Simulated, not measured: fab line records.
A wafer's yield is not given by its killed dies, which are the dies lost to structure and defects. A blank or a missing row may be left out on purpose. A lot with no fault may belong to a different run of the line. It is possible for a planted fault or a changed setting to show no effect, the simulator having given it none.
Problem report in the 8D (eight disciplines) form, filled by code | flow sky130 | the parts of the form that need people (team, actions taken, sign-off) are left out

1. WHAT IS WRONG
PASSIVATION_CVD_02_THK at SKY_PASSIVATION_THK_MEAS_03 reads a mean of 676 nm on 3 wafers of 2 lots; wafers without a fault read 541 nm with a standard deviation of 6. That puts it +22 standard deviations away from the usual mean.
The first sign was on wafer L131.1 at day 44 14:09, on film_metro-04. The record has a number at this step for 33 wafers belonging to 11 lots. Rule for "out", or "out of limits": more than 4 standard deviations from the usual mean. All remaining wafers that have a number are taken as sound.

2. WHAT IT IS AND WHAT IT IS NOT
question                    | is                           | is not
which readings at this step | PASSIVATION_CVD_02_THK       | -
which lots                  | L131, L133                   | L129, L141, L143, L144, L145, L146, L147, L148, L149
which wafers of those lots  | L131.1, L133.3, L133.6       | L131.3, L131.5, L133.2
read on which gauges        | film_metro-02, film_metro-04 | film_metro-03
when                        | from day 44 14:09            | up to then (5 sound wafers); but 25 sound wafers of L133, L141, L143, L144, L145, L146, L147, L148, L149 came after

3. WHAT RULES OUT EACH SUSPECT
Counting: any tool at a process step up to the reading remains a suspect provided it ran every lot that is out. Sound lots after the first of them don't rule it out here, since some wafers of a struck lot are sound.
- ruled out: the gauge at SKY_PASSIVATION_THK_MEAS_03. Those wafers that are out were read across 2 gauges (film_metro-02, film_metro-04).
- pecvd-03 at SKY_PASSIVATION_CVD_02 (deposits Si3N4, target thk 540 nm): kept. It ran every lot that is out, first L131 (day 44 13:55); its last sound lot up to then is L129 (day 44 06:53).
- In pecvd-03 at SKY_PASSIVATION_CVD_02, the wafers that are out were processed in chamber 0 and their sound lot-mates in chambers 1, 2.
Left after counting: pecvd-03 at SKY_PASSIVATION_CVD_02.

4. THE CAUSE (what the simulator had put in)
pecvd-03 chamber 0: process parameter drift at SKY_PASSIVATION_CVD_02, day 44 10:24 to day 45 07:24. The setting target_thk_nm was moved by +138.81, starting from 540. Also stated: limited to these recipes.
The count eliminated every tool but this one.

5. SEQUENCE OF EFFECTS, ordered by route
Each row: a reading whose mean over the struck wafers that have a number lies more than 3 standard deviations from the usual. Only readings for which the record gives a usual standard deviation are gone through. hours: the time from each lot's start at the first step in this table that gives one to its start at this step, as a median over the lots. sigmas: the change in usual standard deviations.
hours | step                        | reading                | usual      | on struck wafers | change | sigmas
0     | SKY_PASSIVATION_THK_MEAS_03 | PASSIVATION_CVD_02_THK | 541 nm     | 676              | +135   | +22
21    | SKY_PASSIVATION_ETCH_11     | oes_product_au         | 0.980 a.u. | 0.959            | -0.021 | -3.3
Its process steps:
- SKY_PASSIVATION_ETCH_11: etches the open film in CF4/O2, stops on AlCu, target depth 725 nm, time 161.1 s.

6. WHAT WOULD HAVE CAUGHT IT SOONER
4 hours passed between the start of the fault at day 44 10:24 and the first reading out of limits at a measuring or inspecting step in this record, taken at day 44 14:09.
An alarm limit of 4 standard deviations would not have fired on the tool readings at SKY_PASSIVATION_CVD_02 for which the record gives a usual standard deviation, since none of them was out on any struck wafer.
Of the lots that are out (2), L133 began SKY_PASSIVATION_CVD_02 on pecvd-03 after day 44 14:09. Had the tool been put on hold then, it would have been spared.
